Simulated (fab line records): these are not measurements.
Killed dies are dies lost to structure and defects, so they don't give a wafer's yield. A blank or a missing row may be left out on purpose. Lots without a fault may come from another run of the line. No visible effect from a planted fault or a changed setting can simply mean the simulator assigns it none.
8D (eight disciplines) problem report, filled in by code | flow sky130 | the parts of the form that need people (team, actions taken, sign-off) are left out

1. THE ISSUE
At SKY_FIELD_ISO_ETCH_17, rf fwd power W averages 499.8 W over 9 wafers from 3 lots, while fault-free wafers read 596.1 W, standard deviation 2.2. That puts it -44 standard deviations away from the usual mean.
The step: etches Si in HBr/Cl2/O2, target depth 342 nm, time 97.7 s.
First observed at day 4 02:40: wafer L350.2, on rie si-01. The record holds 21 wafers of 7 lots with a number at this step. Rule for "out" (also "out of limits"): further than 4 standard deviations from the usual mean. All remaining wafers that have a number are taken as sound.

2. WHAT IT IS; WHAT IT IS NOT
question                    | is                             | is not
which readings at this step | rf fwd power W, oes product au | drypump motor current A
which lots                  | L350, L354, L356               | L348, L351, L365, L367
which wafers of those lots  | all that have a number         | -
read on which tools         | rie si-01                      | rie si-02
when                        | from day 4 02:40               | up to then (6 sound wafers); but 6 sound wafers of L365, L367 came after

3. THE SUSPECTS, EACH WITH WHAT RULES IT OUT
Counting: a tool at a process step up to the reading stays a suspect if it ran every lot that is out and no sound lot after the first of them.
- plasma asher-02 at SKY_FIELD_ISO_STRIP_16 (strips in O2/N2): ruled out as a lasting fault. Following L350 (day 4 02:34), the first lot on it that is out, the sound lots L365, L367 were run on it.
- rie si-01 at SKY_FIELD_ISO_ETCH_17 (etches Si in HBr/Cl2/O2, target depth 342 nm, time 97.7 s): kept. It ran every lot that is out, first L350 (day 4 02:40), and no sound lot after that; its last sound lot up to then is L348 (day 3 00:22). Its own oes product au, rf fwd power W readings are out on those wafers.
The count leaves rie si-01 at SKY_FIELD_ISO_ETCH_17.

4. THE CAUSE (what the simulator had put in)
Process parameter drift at SKY_FIELD_ISO_ETCH_17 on rie si-01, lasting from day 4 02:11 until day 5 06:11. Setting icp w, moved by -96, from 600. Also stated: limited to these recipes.
This tool alone remained once counting was done.

5. THE CHAIN OF EFFECTS, in route order
Rows list readings where the struck wafers' mean (over those with a number) sits beyond 3 standard deviations from the usual. Only readings for which the record gives a usual standard deviation are gone through. hours: the time from each lot's start at the first step in this table that gives one to its start at this step, as a median over the lots. sigmas: the change in usual standard deviations.
hours | step                  | reading            | usual      | on struck wafers | change | sigmas
0     | SKY_FIELD_ISO_ETCH_17 | oes product au     | 0.998 a.u. | 0.941            | -0.057 | -6.6
0     | SKY_FIELD_ISO_ETCH_17 | rf fwd power W     | 596.1 W    | 499.8            | -96.3  | -44
0     | SKY_FIELD_ISO_ETCH_17 | throttle valve pct | 25.657 %   | 25.700           | +0.043 | +4.3
Process steps it contains:
- SKY_FIELD_ISO_ETCH_17: etches Si in HBr/Cl2/O2, target depth 342 nm, time 97.7 s.

6. HOW IT WOULD HAVE BEEN CAUGHT EARLIER
In this record the first reading out of limits was taken at day 4 02:40, 0 hours after the fault began at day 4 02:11.
